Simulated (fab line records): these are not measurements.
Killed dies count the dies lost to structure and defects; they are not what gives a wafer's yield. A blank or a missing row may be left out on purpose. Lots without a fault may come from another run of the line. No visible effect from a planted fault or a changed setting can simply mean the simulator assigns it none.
The tool behind it: which one? :: flow gf180mcu :: 13 lots, 39 wafers sampled, at 3 steps of a route of 602

## WHAT THE GAUGES READ, wafer by wafer
GF_MVSD_OVL_MEAS_07. Usual: MVSD_OVL 0.2 nm, standard deviation 1.2.
lot: L722
measured: day 4 09:58
on: overlay-02
MVSD_OVL (nm): 0.2 -0.9 -1.9
flag: 

lot: L723
measured: day 4 15:52
on: overlay-02
MVSD_OVL (nm): -0.6 -0.4 0.3
flag: 

lot: L724
measured: day 5 01:40
on: overlay-02
MVSD_OVL (nm): -0.7 -0.9 -0.2
flag: 

lot: L725
measured: day 5 04:23
on: overlay-02
MVSD_OVL (nm): 0.3 1.8 1.5
flag: 

lot: L726
measured: day 5 11:22
on: overlay-02
MVSD_OVL (nm): 2.2 3.5 2.2
flag: 

lot: L727
measured: day 5 19:04
on: overlay-02
MVSD_OVL (nm): 1.2 -0.6 0.5
flag: 

lot: L728
measured: day 6 01:10
on: overlay-01
MVSD_OVL (nm): 0.9 -0.5 -0.5
flag: 

lot: L731
measured: day 6 16:01
on: overlay-01
MVSD_OVL (nm): 0.2 2.1 1.9
flag: 

lot: L740
measured: day 8 21:46
on: overlay-01
MVSD_OVL (nm): -1.3 -3.0 0.0
flag: 

lot: L741
measured: day 9 04:40
on: overlay-02
MVSD_OVL (nm): 1.3 1.7 1.5
flag: 

lot: L743
measured: day 9 12:43
on: overlay-01
MVSD_OVL (nm): -0.4 0.6 -0.4
flag: 

lot: L744
measured: day 9 20:52
on: overlay-01
MVSD_OVL (nm): 1.5 1.2 1.5
flag: 

lot: L745
measured: day 10 06:25
on: overlay-02
MVSD_OVL (nm): -0.6 -0.2 -0.6
flag: 

GF_HV_LDD_OVL_MEAS_08. Usual: HV_LDD_OVL 0.9 nm, standard deviation 1.4.
lot: L722
measured: day 10 00:41
on: overlay-01
HV_LDD_OVL (nm): 4.5 5.0 5.0
flag: 

lot: L723
measured: day 10 07:40
on: overlay-01
HV_LDD_OVL (nm): 1.1 1.0 1.9
flag: 

lot: L724
measured: day 10 22:04
on: overlay-01
HV_LDD_OVL (nm): 1.0 1.9 2.6
flag: 

lot: L725
measured: day 11 00:47
on: overlay-02
HV_LDD_OVL (nm): -2.3 -1.9 -1.0
flag: 

lot: L726
measured: day 11 09:36
on: overlay-02
HV_LDD_OVL (nm): 2.2 0.8 0.5
flag: 

lot: L727
measured: day 11 16:28
on: overlay-01
HV_LDD_OVL (nm): -0.5 -0.1 0.5
flag: 

lot: L728
measured: day 12 01:05
on: overlay-02
HV_LDD_OVL (nm): 1.9 0.5 1.4
flag: 

lot: L731
measured: day 12 21:26
on: overlay-01
HV_LDD_OVL (nm): 2.4 2.3 2.0
flag: 

lot: L740
measured: day 15 20:07
on: overlay-01
HV_LDD_OVL (nm): 2.5 1.5 1.5
flag: 

lot: L741
measured: day 16 07:23
on: overlay-02
HV_LDD_OVL (nm): -0.4 -0.4 1.1
flag: 

lot: L743
measured: day 16 14:50
on: overlay-02
HV_LDD_OVL (nm): 1.4 1.6 2.5
flag: 

lot: L744
measured: day 17 04:20
on: overlay-01
HV_LDD_OVL (nm): 1.1 -1.2 0.6
flag: 

lot: L745
measured: day 17 14:23
on: overlay-02
HV_LDD_OVL (nm): 2.4 0.2 1.2
flag: 

## EACH LOT AND THE TOOL THAT RAN IT (in order: tool; ch and the chambers of the sampled wafers; start)
lot: L722
GF_DUAL_GATE_STRIP_13: plasmaAsher-03 ch 0,1, day 8 07:35

lot: L723
GF_DUAL_GATE_STRIP_13: plasmaAsher-03 ch 0,1, day 8 15:25

lot: L724
GF_DUAL_GATE_STRIP_13: plasmaAsher-03 ch 0,1, day 9 03:00

lot: L725
GF_DUAL_GATE_STRIP_13: plasmaAsher-03 ch 0,1, day 9 08:29

lot: L726
GF_DUAL_GATE_STRIP_13: plasmaAsher-03 ch 0,1, day 9 13:08

lot: L727
GF_DUAL_GATE_STRIP_13: plasmaAsher-04 ch 0, day 9 23:14

lot: L728
GF_DUAL_GATE_STRIP_13: plasmaAsher-04 ch 0,1, day 10 05:44

lot: L731
GF_DUAL_GATE_STRIP_13: plasmaAsher-02 ch 0,1, day 11 02:23

lot: L740
GF_DUAL_GATE_STRIP_13: plasmaAsher-04 ch 0,1, day 13 18:39

lot: L741
GF_DUAL_GATE_STRIP_13: plasmaAsher-03 ch 0,1, day 14 03:19

lot: L743
GF_DUAL_GATE_STRIP_13: plasmaAsher-03 ch 0,1, day 14 12:11

lot: L744
GF_DUAL_GATE_STRIP_13: plasmaAsher-03 ch 0,1, day 14 23:08

lot: L745
GF_DUAL_GATE_STRIP_13: plasmaAsher-04 ch 1, day 15 09:49
- GF_DUAL_GATE_STRIP_13: strips in O2/N2.

## AS READ BY THE TOOLS THEMSELVES (means over the sampled wafers that have a number; for cases with no such wafer, the mark the record gives instead)
GF_DUAL_GATE_STRIP_13. Usual: drypumpMotorCurrentA 5.7 A, standard deviation 0.45; heaterPowerW 340 W, standard deviation 54; oesProductAu 0.716 a.u., standard deviation 0.0046; stripTimeToEndpointS 12.61 s, standard deviation 0.037.
lot: L722
tool: plasmaAsher-03
drypumpMotorCurrentA (A): 6.1
heaterPowerW (W): 322
oesProductAu (a.u.): 0.713
stripTimeToEndpointS (s): 12.59
flag: 

lot: L723
tool: plasmaAsher-03
drypumpMotorCurrentA (A): 6.1
heaterPowerW (W): 323
oesProductAu (a.u.): 0.716
stripTimeToEndpointS (s): 12.63
flag: 

lot: L724
tool: plasmaAsher-03
drypumpMotorCurrentA (A): 5.8
heaterPowerW (W): 316
oesProductAu (a.u.): 0.716
stripTimeToEndpointS (s): 12.62
flag: 

lot: L725
tool: plasmaAsher-03
drypumpMotorCurrentA (A): 6.1
heaterPowerW (W): 325
oesProductAu (a.u.): 0.714
stripTimeToEndpointS (s): 12.62
flag: 

lot: L726
tool: plasmaAsher-03
drypumpMotorCurrentA (A): 5.9
heaterPowerW (W): 316
oesProductAu (a.u.): 0.712
stripTimeToEndpointS (s): 12.57
flag: 

lot: L727
tool: plasmaAsher-04
drypumpMotorCurrentA (A): 5.7
heaterPowerW (W): 306
oesProductAu (a.u.): 0.718
stripTimeToEndpointS (s): 12.61
flag: 

lot: L728
tool: plasmaAsher-04
drypumpMotorCurrentA (A): 5.4
heaterPowerW (W): 350
oesProductAu (a.u.): 0.717
stripTimeToEndpointS (s): 12.64
flag: 

lot: L731
tool: plasmaAsher-02
drypumpMotorCurrentA (A): 5.3
heaterPowerW (W): 310
oesProductAu (a.u.): 0.922
stripTimeToEndpointS (s): -
flag: OFF

lot: L740
tool: plasmaAsher-04
drypumpMotorCurrentA (A): 5.5
heaterPowerW (W): 354
oesProductAu (a.u.): 0.719
stripTimeToEndpointS (s): 12.62
flag: 

lot: L741
tool: plasmaAsher-03
drypumpMotorCurrentA (A): 5.8
heaterPowerW (W): 317
oesProductAu (a.u.): 0.714
stripTimeToEndpointS (s): 12.59
flag: 

lot: L743
tool: plasmaAsher-03
drypumpMotorCurrentA (A): 5.9
heaterPowerW (W): 318
oesProductAu (a.u.): 0.718
stripTimeToEndpointS (s): 12.66
flag: 

lot: L744
tool: plasmaAsher-03
drypumpMotorCurrentA (A): 5.9
heaterPowerW (W): 321
oesProductAu (a.u.): 0.713
stripTimeToEndpointS (s): 12.54
flag: 

lot: L745
tool: plasmaAsher-04
drypumpMotorCurrentA (A): 5.1
heaterPowerW (W): 459
oesProductAu (a.u.): 0.716
stripTimeToEndpointS (s): 12.57
flag: 

## THE ANSWER, worked out from the rows above alone
Rule: a lot is off if the mean of its wafers that have a number lies more than 3 standard deviations from the usual mean. A lot without any number at a reading at which 4 lots or more have one is off too. Where the step has rows for the other lots, those lots are counted as sound. First the gauges in route order, then the tools' own readings, where a lot's mean is used as printed above. At the first step where some lot is off, the reading lying furthest off is the one used; lots without a number count as furthest.
Off: L731, at GF_DUAL_GATE_STRIP_13 (stripTimeToEndpointS). Without a number there: L731.
If a tool, at that step or one of the process steps before it, ran each lot that is off and ran no sound lot following the first of them, it fits. One candidate fits, namely plasmaAsher-02 at GF_DUAL_GATE_STRIP_13. It ran no sound lot before its first lot that is off in this sample, so the start can't be narrowed down.
The tool's own readings at GF_DUAL_GATE_STRIP_13 bear it out: on the lots that are off they differ by more than 5 times the standard deviation of the sound lots' means. oesProductAu reads 0.922 a.u. there against 0.716 a.u. on the sound lots.
Blank at GF_DUAL_GATE_STRIP_13 on the lots that are off, where sound lots have numbers: stripTimeToEndpointS.

## WHAT THE SIMULATOR PUT IN
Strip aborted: plasmaAsher-02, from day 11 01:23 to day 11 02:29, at GF_DUAL_GATE_STRIP_13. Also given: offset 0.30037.
Shown lots that were struck: L731. The rule given above showed the same thing.
